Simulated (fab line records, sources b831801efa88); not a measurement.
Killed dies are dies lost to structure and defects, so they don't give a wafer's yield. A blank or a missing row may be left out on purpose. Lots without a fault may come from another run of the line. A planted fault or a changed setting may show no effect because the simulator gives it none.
Problem report in the 8D (eight disciplines) form, filled by code | flow sky130 | the parts of the form that need people (team, actions taken, sign-off) are left out

1. THE PROBLEM
oes_product_au at SKY_PASSIVATION_ETCH_11 reads a mean of 0.870 a.u. on 1 wafer of 1 lot; wafers without a fault read 0.980 a.u. with a standard deviation of 0.0071. That is -15 standard deviations from the usual mean.
The step: etches the open film in CF4/O2, stops on AlCu, target depth 725 nm, time 161.1 s.
First seen on wafer L278.3, day 48 01:30, on rie_diel-04. The record holds 38 wafers of 13 lots with a number at this step. Rule for "out", or "out of limits": more than 4 standard deviations from the usual mean. The other wafers with a number count as sound.

2. WHAT IT IS AND WHAT IT IS NOT
question                    | is                                 | is not
which readings at this step | oes_product_au, throttle_valve_pct | drypump_motor_current_A
which lots                  | L278                               | L264, L265, L266, L267, L268, L269, L270, L276, L282, L284, L285, L286
which wafers of those lots  | L278.3                             | L278.6
read on which tools         | rie_diel-04                        | rie_diel-01, rie_diel-03
when                        | from day 48 01:30                  | up to then (25 sound wafers); but 12 sound wafers of L282, L284, L285, L286 came after

3. SUSPECTS, AND WHAT RULES EACH OUT
Counting: a tool at a process step up to the reading stays a suspect if it ran every lot that is out. Sound lots after the first of them don't rule it out here, since some wafers of a struck lot are sound.
- rie_metal-02 at SKY_CAP2M_METAL_ETCH_13 (etches TiN in Cl2/BCl3, stops on SiO2, target depth 220 nm, time 62.9 s): kept. It ran the lot that is out, L278 (day 44 10:06); its last sound lot up to then is L269 (day 43 02:22).
- cmp-02 at SKY_VIA4_CMP_02 (polishes SiO2): kept. It ran the lot that is out, L278 (day 45 09:43); its last sound lot up to then is L276 (day 45 02:49).
- rie_diel-04 at SKY_PASSIVATION_ETCH_11 (etches the open film in CF4/O2, stops on AlCu, target depth 725 nm, time 161.1 s): kept. It ran the lot that is out, L278 (day 48 01:30); its last sound lot up to then is L270 (day 46 20:06). Its own readings are out on those wafers: oes_product_au, throttle_valve_pct.
- Within rie_metal-02 at SKY_CAP2M_METAL_ETCH_13: the wafers that are out ran in chamber 1; their sound lot-mates ran in chamber 0.
- Within cmp-02 at SKY_VIA4_CMP_02: the wafers that are out ran in chamber 1; their sound lot-mates ran in chamber 0.
- Within rie_diel-04 at SKY_PASSIVATION_ETCH_11: the wafers that are out ran in chamber 3; their sound lot-mates ran in chamber 0.
Left after counting: rie_metal-02 at SKY_CAP2M_METAL_ETCH_13, cmp-02 at SKY_VIA4_CMP_02, rie_diel-04 at SKY_PASSIVATION_ETCH_11.

4. THE CAUSE (what the simulator had put in)
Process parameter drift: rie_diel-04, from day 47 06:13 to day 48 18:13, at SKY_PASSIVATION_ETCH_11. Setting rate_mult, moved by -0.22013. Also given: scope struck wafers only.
Counting left 3 suspects, and this tool is among them.

5. THE CHAIN OF EFFECTS, in route order
Each row: a reading whose mean over the struck wafers that have a number lies more than 3 standard deviations from the usual. Only readings for which the record gives a usual standard deviation are gone through. hours: the time from each lot's start at the first step in this table that gives one to its start at this step, as a median over the lots. sigmas: the change in usual standard deviations.
hours | step                     | reading                  | usual      | on struck wafers | change | sigmas
0     | SKY_PASSIVATION_ETCH_11  | oes_product_au           | 0.980 a.u. | 0.870            | -0.110 | -15
0     | SKY_PASSIVATION_ETCH_11  | throttle_valve_pct       | 5.965 %    | 5.927            | -0.038 | -4.2
0     | SKY_PASSIVATION_STRIP_12 | strip_time_to_endpoint_s | 31.44 s    | 32.61            | +1.17  | +9.7
The process steps in it:
- SKY_PASSIVATION_ETCH_11: etches the open film in CF4/O2, stops on AlCu, target depth 725 nm, time 161.1 s.
- SKY_PASSIVATION_STRIP_12: strips in O2/N2.

6. WHAT WOULD HAVE CAUGHT IT SOONER
In this record the first reading out of limits was taken at day 48 01:30, 19 hours after the fault began at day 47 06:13.
